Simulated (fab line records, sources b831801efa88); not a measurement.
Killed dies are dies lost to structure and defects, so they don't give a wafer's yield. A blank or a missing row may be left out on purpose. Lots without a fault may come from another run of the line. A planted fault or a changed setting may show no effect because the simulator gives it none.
A struck lot beside a sound one | flow sky130 | 16 steps out of a route of 708
Sound: wafers L343.3, L343.4, L343.5. Struck: wafers L333.3, L333.4, L333.5. The cause comes at the end.
At each step with rows: each side's tool, then ch and its chambers, then its first start. Under that, the readings that differ: sound wafers | struck wafers | difference of the means | sigmas: that difference in standard deviations of wafers without a fault.
alike: readings whose means differ by less than 2 such deviations, and words and numbers that are the same on both sides. not compared: withheld readings, readings that some wafer has no value for, bounds like >300 that may hide the same value, and numbers for which the record gives no deviation and whose values overlap.
The two part at a step that has a row with sigmas, a row that says differs or no value, or rows on one side only. Numbers that don't overlap but have no deviation are shown without sigmas and don't part them. A reading that every wafer of one side lacks parts them only if that side has two wafers or more.

SKY_NWELL_RS_MEAS_29: measures by four-point-probe.
  sound on film_metro-04, day 10 18:58; struck on film_metro-04, day 7 20:55
  alike: NWELL_RS
SKY_NWELL_RS_MEAS_31: measures by four-point-probe.
  sound on film_metro-04, day 10 19:12; struck on film_metro-04, day 7 21:10
  alike: PWDE_RS
then, 7 steps without rows for these wafers: SKY_VT_ADJUST_HVTP_DEHYDRATE_00 (time 60 s); SKY_VT_ADJUST_HVTP_HMDS_01 (prime time 60 s); SKY_VT_ADJUST_HVTP_COAT_02 (resist thk 1140 nm); SKY_VT_ADJUST_HVTP_SOFTBAKE_03 (time 60 s); SKY_VT_ADJUST_HVTP_EXPOSE_04 (exposes mask HVTPM, target cd 380 nm); SKY_VT_ADJUST_HVTP_PEB_05; SKY_VT_ADJUST_HVTP_DEVELOP_06 (develop time 60 s).
SKY_VT_ADJUST_HVTP_CD_MEAS_07: target cd 380 nm.
  sound on cd_sem-01, day 11 16:40; struck on cd_sem-02, day 8 17:20
  alike: cd_nm
SKY_VT_ADJUST_HVTP_OVL_MEAS_08:
  sound on overlay-02, day 11 16:46; struck on overlay-01, day 8 17:25
  reading                 | sound          | struck      | difference | sigmas
  VT_ADJUST_HVTP_OVL (nm) | -1.0 -0.5 -0.9 | 2.4 1.2 2.0 | +2.7       | +2
SKY_VT_ADJUST_HVTP_IMPLANT_09:
  sound on implanter-04 ch 0, day 11 16:50; struck on implanter-03 ch 0, day 8 17:29
  reading                   | sound                | struck               | difference | sigmas
  beam_energy_keV           | 150.03 150.01 150.07 | 136.83 136.83 136.80 | -13.22     | -99 or more
  model.implant.rp_nm (nm)  | 84.61 84.61 84.61    | 76.28 76.28 76.28    | -8.33      |
  model.implant.drp_nm (nm) | 33.4 33.4 33.4       | 31.04 31.04 31.04    | -2.36      |
SKY_VT_ADJUST_HVTP_STRIP_10: strips in O2/N2.
  sound on plasma_asher-04 ch 0,1, day 11 16:58; struck on plasma_asher-03 ch 0,1, day 8 17:38
  alike: drypump_motor_current_A, oes_product_au, strip_time_to_endpoint_s
  not compared: rf_hours_counter_h
SKY_VT_ADJUST_HVTP_TW_MEAS_11:
  sound on film_metro-03, day 11 17:03; struck on film_metro-01, day 8 17:43
  reading           | sound          | struck         | difference | sigmas
  VT_ADJUST_HVTP_TW | 1372 1365 1374 | 1319 1318 1317 | -52        | -6
then, 1 step without rows for these wafers: SKY_VT_ADJUST_LVTN_DEHYDRATE_00 (time 60 s).
-- the record jumps here: 39 days lie between the struck wafers' starts before and after (it left off in module VT_ADJUST_LVTN and takes up again in module PAD_OPEN, whose first step shown is number 708 of the route) --
SKY_PAD_OPEN_PROBE_99:
  sound on prober-02, day 50 07:06; struck on prober-02, day 47 21:54
  reading                                  | sound                | struck               | difference | sigmas
  model.etest.tip_p.rs_ohm_sq              | 6786 6806 6854       | 7176 7198 7198       | +375       |
  model.etest.pfet_01v8.r_on_ohm_um        | 2939 2952 2905       | 3080 3076 3003       | +121       |
  model.etest.pfet_01v8.drive_ua_um        | 191.8 188.3 192.9    | 177.8 177.7 180.9    | -12.2      |
  model.etest.pfet_01v8_mvt.drive_ua_um    | 150.8 149.1 150.1    | 138.5 137.2 139.4    | -11.6      |
  model.etest.pfet_01v8_hvt.drive_ua_um    | 139.6 140.5 141.9    | 131.8 131.5 136.4    | -7.4       |
  model.etest.sram_pfet_latch.drive_ua_um  | 138.8 142.1 138.4    | 132.4 128.2 135.4    | -7.8       |
  model.etest.pfet_01v8_mvt.off_log10_a_um | -10.41 -10.43 -10.52 | -12.21 -12.2 -12.34  | -1.80      |
  model.etest.pfet_01v8.off_log10_a_um     | -9.293 -9.657 -9.188 | -11.37 -11.04 -10.95 | -1.74      |
  alike: killed_at_M0_to_M3, killed_at_M4_up, killed_at_contacts, killed_at_front_end, killed_at_other, killed_dies, killed_open, killed_short

WHERE THEY PART
First at SKY_VT_ADJUST_HVTP_OVL_MEAS_08; last, within this record, at SKY_VT_ADJUST_HVTP_TW_MEAS_11. Later steps at which nothing parts them and some readings are alike: SKY_PAD_OPEN_PROBE_99.

WHY: what the simulator had put in
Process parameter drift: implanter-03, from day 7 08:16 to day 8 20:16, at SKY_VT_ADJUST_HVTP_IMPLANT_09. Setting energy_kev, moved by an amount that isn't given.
